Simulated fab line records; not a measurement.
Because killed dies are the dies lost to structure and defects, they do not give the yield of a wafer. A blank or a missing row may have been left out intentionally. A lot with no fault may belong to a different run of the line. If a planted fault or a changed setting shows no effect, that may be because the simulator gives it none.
Which tool is to blame?    flow sky130    12 lots (36 wafers sampled), 1 step of a 708-step route

== WHAT THE GAUGES SHOWED, per wafer ==
SKY_CAP2M_THK_MEAS_04: measures by xrf.
lot   measured      on            CAP2M_TIN_THK (nm)
L644  day 39 17:09  filmMetro-01  198.9 196.4 198.0
L646  day 40 09:15  filmMetro-03  195.7 194.7 194.5
L647  day 40 19:32  filmMetro-03  195.0 197.2 193.4
L648  day 41 08:21  filmMetro-01  196.6 195.1 194.8
L650  day 41 17:59  filmMetro-02  197.3 196.2 197.0
L654  day 42 21:30  filmMetro-02  197.1 196.2 196.5
L653  day 42 21:57  filmMetro-03  201.0 201.9 199.4
L655  day 43 04:22  filmMetro-01  197.2 197.0 197.3
L658  day 44 10:47  filmMetro-02  199.7 202.3 200.5
L660  day 44 11:25  filmMetro-01  196.5 193.9 195.3
L661  day 44 14:37  filmMetro-02  197.5 199.7 198.4
L665  day 45 21:24  filmMetro-01  196.7 195.1 196.4

== WHAT TOOL EACH LOT RAN ON (gives the tool, then ch and the chambers of the sampled wafers, and finally the start) ==
Record: no process step prior to these readings.

== AS READ BY THE TOOLS THEMSELVES (means over the sampled wafers that have a number; for cases with no such wafer, the mark the record gives instead) ==
The record holds no such reading with a usual standard deviation.

== THE ANSWER, worked out from the rows above alone ==
Rule: usual is defined by the lots themselves. Put in order of their means at a reading, lots are off if they are a third of the lots or fewer, leave a main group of 4 or more, and stand apart from it by a gap of 3 or more times the standard deviation of the main group's means; of several such gaps the widest counts. The tables above print the reading to a certain number of digits; a main group whose means all agree to those digits is not used. Also off: a lot with no number at a reading for which 4 or more lots have one. All remaining lots with rows at the step are treated as sound. The gauges are gone through in route order, then the tools' own readings, and for those a lot's mean is taken as printed above. At the first step where some lot is off, the reading lying furthest off is the one used; lots without a number count as furthest.
None of the lots is off at any reading shown; this tells nothing.

== WHAT WAS PUT IN BY THE SIMULATOR ==
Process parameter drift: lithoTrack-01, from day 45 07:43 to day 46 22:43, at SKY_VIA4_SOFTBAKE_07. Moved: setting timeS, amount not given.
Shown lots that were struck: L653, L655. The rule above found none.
